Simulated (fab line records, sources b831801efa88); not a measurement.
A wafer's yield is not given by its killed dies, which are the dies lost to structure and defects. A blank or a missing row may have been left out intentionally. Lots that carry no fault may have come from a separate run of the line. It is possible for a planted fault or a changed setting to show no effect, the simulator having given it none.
Which of the tools did it? + flow gf180mcu + 33 wafers from 11 lots sampled at 4 of the route's 602 steps

WHAT THE GAUGES READ, wafer by wafer
GF_V1_THK_MEAS_03.
| lot  | measured     | on           | V1_CVD_02_THK (nm) |
|------|--------------|--------------|--------------------|
| L249 | day 18 13:35 | filmMetro-04 | 833 858 854        |
| L251 | day 19 09:17 | filmMetro-02 | 824 842 848        |
| L252 | day 19 17:31 | filmMetro-04 | 841 841 854        |
| L256 | day 21 08:56 | filmMetro-02 | 1020 1034 1028     |
| L257 | day 21 12:58 | filmMetro-04 | 846 1036 864       |
| L261 | day 22 18:46 | filmMetro-04 | 835 824 842        |
| L262 | day 23 05:11 | filmMetro-02 | 860 856 854        |
| L266 | day 24 17:33 | filmMetro-02 | 845 839 865        |
| L265 | day 24 19:40 | filmMetro-04 | 834 855 871        |
| L267 | day 24 20:16 | filmMetro-01 | 828 825 832        |
| L268 | day 25 04:53 | filmMetro-02 | 817 830 831        |

GF_V1_OVL_MEAS_15.
| lot  | measured     | on         | V1_OVL (nm) |
|------|--------------|------------|-------------|
| L249 | day 19 14:29 | overlay-01 | 8 2 5       |
| L251 | day 20 10:29 | overlay-02 | -5 -12 -2   |
| L252 | day 20 18:31 | overlay-01 | -4 2 4      |
| L256 | day 22 08:56 | overlay-02 | 12 5 7      |
| L257 | day 22 12:28 | overlay-02 | 8 7 5       |
| L261 | day 23 18:02 | overlay-01 | 6 7 8       |
| L262 | day 24 03:46 | overlay-02 | -10 -3 -8   |
| L266 | day 25 15:44 | overlay-01 | 8 7 1       |
| L265 | day 25 17:56 | overlay-01 | -3 -3 1     |
| L267 | day 25 18:29 | overlay-02 | 6 3 4       |
| L268 | day 26 03:06 | overlay-02 | 1 2 1       |

WHAT TOOL EACH LOT RAN ON (gives the tool, then ch and the chambers of the sampled wafers, and finally the start)
| lot  | GF_V1_CVD_02                    | GF_V1_CMP_04                  |
|------|---------------------------------|-------------------------------|
| L249 | pecvd-04 ch 0,1,2, day 18 13:31 | cmp-01 ch 1,2,3, day 18 13:38 |
| L251 | pecvd-02 ch 0,1, day 19 09:13   | cmp-01 ch 0,2,3, day 19 09:26 |
| L252 | pecvd-03 ch 1,2, day 19 17:27   | cmp-01 ch 0,1,3, day 19 17:38 |
| L256 | pecvd-03 ch 0,2, day 21 08:51   | cmp-01 ch 0,2,3, day 21 08:59 |
| L257 | pecvd-03 ch 0,1,2, day 21 12:54 | cmp-01 ch 1,3, day 21 13:10   |
| L261 | pecvd-02 ch 0,1,2, day 22 18:41 | cmp-02 ch 1,2,3, day 22 18:49 |
| L262 | pecvd-04 ch 0,1, day 23 05:07   | cmp-02 ch 0,2,3, day 23 05:14 |
| L266 | pecvd-03 ch 0,1,2, day 24 17:29 | cmp-01 ch 0,1,3, day 24 17:37 |
| L265 | pecvd-03 ch 0,1,2, day 24 19:37 | cmp-01 ch 0,1,3, day 24 19:53 |
| L267 | pecvd-02 ch 0,1,2, day 24 20:12 | cmp-01 ch 0,2,3, day 24 20:38 |
| L268 | pecvd-02 ch 0,1,2, day 25 04:48 | cmp-02 ch 0,1,3, day 25 05:02 |
- GF_V1_CVD_02: deposits SiO2 from TEOS, target thk 850 nm, time 94.851 s.
- GF_V1_CMP_04: polishes SiO2.

AS READ BY THE TOOLS THEMSELVES (means over the sampled wafers that have a number; for cases with no such wafer, the mark the record gives instead)
GF_V1_CVD_02.
| lot  | tool     | heaterPowerW (W) | runLengthS (s) |
|------|----------|------------------|----------------|
| L249 | pecvd-04 | 661              | 122.3          |
| L251 | pecvd-02 | 551              | 122.7          |
| L252 | pecvd-03 | 618              | 122.9          |
| L256 | pecvd-03 | 597              | 144.0          |
| L257 | pecvd-03 | 608              | 129.8          |
| L261 | pecvd-02 | 572              | 122.8          |
| L262 | pecvd-04 | 605              | 122.0          |
| L266 | pecvd-03 | 619              | 122.8          |
| L265 | pecvd-03 | 658              | 122.6          |
| L267 | pecvd-02 | 562              | 122.8          |
| L268 | pecvd-02 | 598              | 122.9          |

GF_V1_CMP_04.
| lot  | tool   | motorCurrentA (A) | platenRpm (rpm) | timeToEndpointS (s) |
|------|--------|-------------------|-----------------|---------------------|
| L249 | cmp-01 | 12.5              | 60.01           | 77                  |
| L251 | cmp-01 | 12.1              | 60.07           | 75                  |
| L252 | cmp-01 | 12.2              | 59.94           | 77                  |
| L256 | cmp-01 | 12.1              | 59.98           | 151                 |
| L257 | cmp-01 | 12.8              | 60.03           | 106                 |
| L261 | cmp-02 | 11.9              | 60.02           | 71                  |
| L262 | cmp-02 | 11.1              | 60.01           | 87                  |
| L266 | cmp-01 | 12.4              | 60.03           | 79                  |
| L265 | cmp-01 | 12.6              | 59.94           | 80                  |
| L267 | cmp-01 | 11.9              | 60.04           | 69                  |
| L268 | cmp-02 | 12.4              | 60.00           | 75                  |

THE ANSWER, worked out from the rows above alone
Rule: the usual values come from the lots themselves. Put in order of their means at a reading, lots are off if they are a third of the lots or fewer, leave a main group of 4 or more, and stand apart from it by a gap of 3 or more times the standard deviation of the main group's means; of several such gaps the widest counts. If all means in a main group match to the digits the tables above print for the reading, that group is not used. A lot without any number at a reading at which 4 lots or more have one is off too. Where the step has rows for the other lots, those lots are counted as sound. The gauges are gone through in route order, then the tools' own readings, and for those a lot's mean is taken as printed above. At the first step where some lot is off, the reading lying furthest off is the one used; lots without a number count as furthest.
Off: at GF_V1_THK_MEAS_03 (V1_CVD_02_THK), L256, L257. The main group: mean 842 nm, standard deviation 10.
A tool fits if, at a process step before that reading, it ran every lot that is off, and no sound lot after the first of them. The gauges at GF_V1_THK_MEAS_03 aren't tried: what is off there is off at GF_V1_CVD_02 too, on other tools, and a gauge's error can't cause that. None of those tried fits.

WHAT THE SIMULATOR PUT IN
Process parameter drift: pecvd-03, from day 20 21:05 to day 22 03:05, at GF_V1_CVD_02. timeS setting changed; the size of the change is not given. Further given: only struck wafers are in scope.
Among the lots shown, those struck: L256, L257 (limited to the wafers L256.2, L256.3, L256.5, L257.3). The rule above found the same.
